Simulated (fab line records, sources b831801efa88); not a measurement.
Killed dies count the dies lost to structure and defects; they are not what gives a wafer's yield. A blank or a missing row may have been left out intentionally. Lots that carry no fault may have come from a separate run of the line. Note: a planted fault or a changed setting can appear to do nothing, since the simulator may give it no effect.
Chamber matching :: flow gf180mcu :: GF_V4_CMP_26 on cmp-01: 4 sister chambers
The step polishes, stops on SiO2, t overpolish 15 s, target thk 0 nm. 8 wafers are shown with their chamber, then 7 later ones without.

## WAFERS WITH THEIR CHAMBER
wafer: L546.1
chamber: 2
motor_current_A (A): 10.5
time_to_endpoint_s (s): 81

wafer: L547.1
chamber: 3
motor_current_A (A): 10.5
time_to_endpoint_s (s): 83

wafer: L547.5
chamber: 1
motor_current_A (A): 9.9
time_to_endpoint_s (s): 87

wafer: L548.1
chamber: 0
motor_current_A (A): 12.0
time_to_endpoint_s (s): 83

wafer: L548.2
chamber: 1
motor_current_A (A): 10.3
time_to_endpoint_s (s): 88

wafer: L548.3
chamber: 3
motor_current_A (A): 10.9
time_to_endpoint_s (s): 80

wafer: L549.1
chamber: 0
motor_current_A (A): 12.0
time_to_endpoint_s (s): 84

wafer: L549.3
chamber: 2
motor_current_A (A): 10.5
time_to_endpoint_s (s): 85

## WAFERS WHOSE CHAMBER IS MISSING
wafer: L549.6
motor_current_A (A): 11.0
time_to_endpoint_s (s): 80

wafer: L552.1
motor_current_A (A): 10.3
time_to_endpoint_s (s): 82

wafer: L552.3
motor_current_A (A): 11.7
time_to_endpoint_s (s): 78

wafer: L552.4
motor_current_A (A): 9.9
time_to_endpoint_s (s): 86

wafer: L557.1
motor_current_A (A): 11.9
time_to_endpoint_s (s): 85

wafer: L557.3
motor_current_A (A): 11.1
time_to_endpoint_s (s): 88

wafer: L557.6
motor_current_A (A): 10.7
time_to_endpoint_s (s): 88

## EACH ONE'S CHAMBER
wafer: L549.6
from the rows above: can't be placed: 3 or 2
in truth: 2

wafer: L552.1
from the rows above: can't be placed: 2 or 3
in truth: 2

wafer: L552.3
from the rows above: 0
in truth: 0

wafer: L552.4
from the rows above: 1
in truth: 1

wafer: L557.1
from the rows above: 0
in truth: 0

wafer: L557.3
from the rows above: can't be placed: 2 or 3 or 1 or 0
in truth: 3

wafer: L557.6
from the rows above: can't be placed: 2 or 1 or 3
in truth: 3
Correct placement for 3 of the 7. Not placeable from these rows: 4 (in 4, the candidates include the true chamber). Wrongly placed: 0.
How it was worked out, from the rows above alone: a wafer's distance from a chamber is the root of the sum, over the readings, of the square of ((its reading less the chamber's mean) divided by the reading's scatter). The wafer belongs to the nearest chamber; if the next one is less than 2 further off, it can't be placed. Each chamber's mean is taken over the wafers shown for it. The scatter: the root of (the sum of the squares of (reading less its chamber's mean) over the shown wafers, divided by (wafers less chambers)).
